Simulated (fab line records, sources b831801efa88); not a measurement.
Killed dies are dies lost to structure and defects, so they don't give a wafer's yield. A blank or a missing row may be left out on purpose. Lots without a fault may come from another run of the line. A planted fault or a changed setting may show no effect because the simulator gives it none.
A struck lot beside a sound one | flow sky130 | 16 steps out of a route of 708
Sound: wafers L684.1, L684.2, L684.3. Struck: wafers L694.1, L694.3, L694.4. The cause comes at the end.
At each step with rows: each side's tool, then ch and its chambers, then its first start. Under that, the readings that differ: sound wafers | struck wafers | difference of the means | sigmas: that difference in standard deviations of wafers without a fault.
alike: readings whose means differ by less than 2 such deviations, and words and numbers that are the same on both sides. not compared: withheld readings, readings that some wafer has no value for, bounds like >300 that may hide the same value, and numbers for which the record gives no deviation and whose values overlap.
The two part at a step that has a row with sigmas, a row that says differs or no value, or rows on one side only. Numbers that don't overlap but have no deviation are shown without sigmas and don't part them. A reading that every wafer of one side lacks parts them only if that side has two wafers or more.

SKY_VT_ADJUST_HVTP_OVL_MEAS_08:
  sound on overlay-01, day 7 12:20; struck on overlay-02, day 9 23:01
  alike: VT_ADJUST_HVTP_OVL
then, 1 step without rows for these wafers: SKY_VT_ADJUST_HVTP_IMPLANT_09.
SKY_VT_ADJUST_HVTP_STRIP_10: strips in O2/N2.
  sound on plasma_asher-04 ch 0,1, day 7 12:31; struck on plasma_asher-04 ch 0,1, day 9 23:11
  alike: drypump_motor_current_A, oes_product_au, strip_time_to_endpoint_s
  not compared: rf_hours_counter_h
SKY_VT_ADJUST_HVTP_TW_MEAS_11:
  sound on film_metro-01, day 7 12:37; struck on film_metro-04, day 9 23:17
  alike: VT_ADJUST_HVTP_TW
then, 7 steps without rows for these wafers: SKY_VT_ADJUST_LVTN_DEHYDRATE_00 (time 60 s); SKY_VT_ADJUST_LVTN_HMDS_01 (prime time 60 s); SKY_VT_ADJUST_LVTN_COAT_02 (resist thk 3000 nm); SKY_VT_ADJUST_LVTN_SOFTBAKE_03; SKY_VT_ADJUST_LVTN_EXPOSE_04 (exposes mask NWM COMPLEMENT LESS NATIVE, target cd 840 nm); SKY_VT_ADJUST_LVTN_PEB_05; SKY_VT_ADJUST_LVTN_DEVELOP_06 (develop time 60 s).
SKY_VT_ADJUST_LVTN_OVL_MEAS_07:
  sound on overlay-02, day 8 08:50; struck on overlay-01, day 10 21:07
  alike: VT_ADJUST_LVTN_OVL
SKY_VT_ADJUST_LVTN_IMPLANT_08:
  sound on implanter-04 ch 0, day 8 08:52; struck on implanter-04 ch 0, day 10 21:10
  reading            | sound                            | struck                       | difference | sigmas
  dose_ions_cm2      | 1.5679e+12 1.5731e+12 1.5733e+12 | 9.11e+11 9.089e+11 9.071e+11 | -6.62e+11  | -99 or more
  faraday_current_uA | 9.10 8.82 9.00                   | 5.21 5.25 5.15               | -3.77      | -21
SKY_VT_ADJUST_LVTN_STRIP_09: strips in O2/N2.
  sound on plasma_asher-04 ch 0,1, day 8 09:01; struck on plasma_asher-01 ch 0,1, day 10 21:19
  alike: drypump_motor_current_A, oes_product_au, strip_time_to_endpoint_s
  not compared: rf_hours_counter_h
SKY_VT_ADJUST_LVTN_TW_MEAS_10:
  sound on film_metro-04, day 8 09:07; struck on film_metro-01, day 10 21:38
  reading           | sound             | struck            | difference | sigmas
  VT_ADJUST_LVTN_TW | 241.1 242.8 241.3 | 207.2 208.6 208.2 | -33.7      | -36
  not compared: hold
-- the record jumps here: 38 days lie between the struck wafers' starts before and after (it left off in module VT_ADJUST_LVTN and takes up again in module PAD_OPEN, whose first step shown is number 708 of the route) --
SKY_PAD_OPEN_PROBE_99:
  sound on prober-01, day 46 19:47; struck on prober-02, day 49 06:16
  reading                                    | sound                | struck               | difference | sigmas
  model.etest.nfet_01v8_lvt.drive_ua_um      | 542.1 558.9 547.8    | 604.6 588.1 589.6    | +44.5      |
  model.etest.nfet_01v8_lvt.vt_sat_v (V)     | 0.5581 0.5527 0.5566 | 0.4999 0.5029 0.5068 | -0.0526    |
  model.etest.nfet_01v8_lvt.vt_v (V)         | 0.6186 0.6165 0.6219 | 0.5944 0.5952 0.5978 | -0.0232    |
  model.etest.nfet_01v8_turned.vt_sat_v (V)  | 0.6624 0.6583 0.6619 | 0.6269 0.634 0.6299  | -0.0306    |
  model.etest.nfet_01v8.vt_sat_v (V)         | 0.6567 0.6573 0.6631 | 0.6257 0.6334 0.6307 | -0.0291    |
  model.etest.nfet_01v8_swapped.vt_sat_v (V) | 0.6563 0.654 0.6652  | 0.6278 0.6344 0.6353 | -0.0260    |
  model.etest.nfet_01v8_lvt.vt_long_v (V)    | 0.4388 0.4443 0.4453 | 0.4267 0.4272 0.4271 | -0.0158    |
  model.etest.nfet_01v8_turned.vt_v (V)      | 0.704 0.706 0.7075   | 0.687 0.6896 0.6864  | -0.018     |
  alike: killed_at_M0_to_M3, killed_at_M4_up, killed_at_contacts, killed_at_front_end, killed_at_other, killed_dies, killed_open, killed_short

WHERE THEY PART
First at SKY_VT_ADJUST_LVTN_IMPLANT_08; last, within this record, at SKY_VT_ADJUST_LVTN_TW_MEAS_10. Later steps at which nothing parts them and some readings are alike: SKY_PAD_OPEN_PROBE_99.

WHY: what the simulator had put in
Process parameter drift: implanter-04, from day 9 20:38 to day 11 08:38, at SKY_VT_ADJUST_LVTN_IMPLANT_08. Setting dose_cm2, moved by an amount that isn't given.
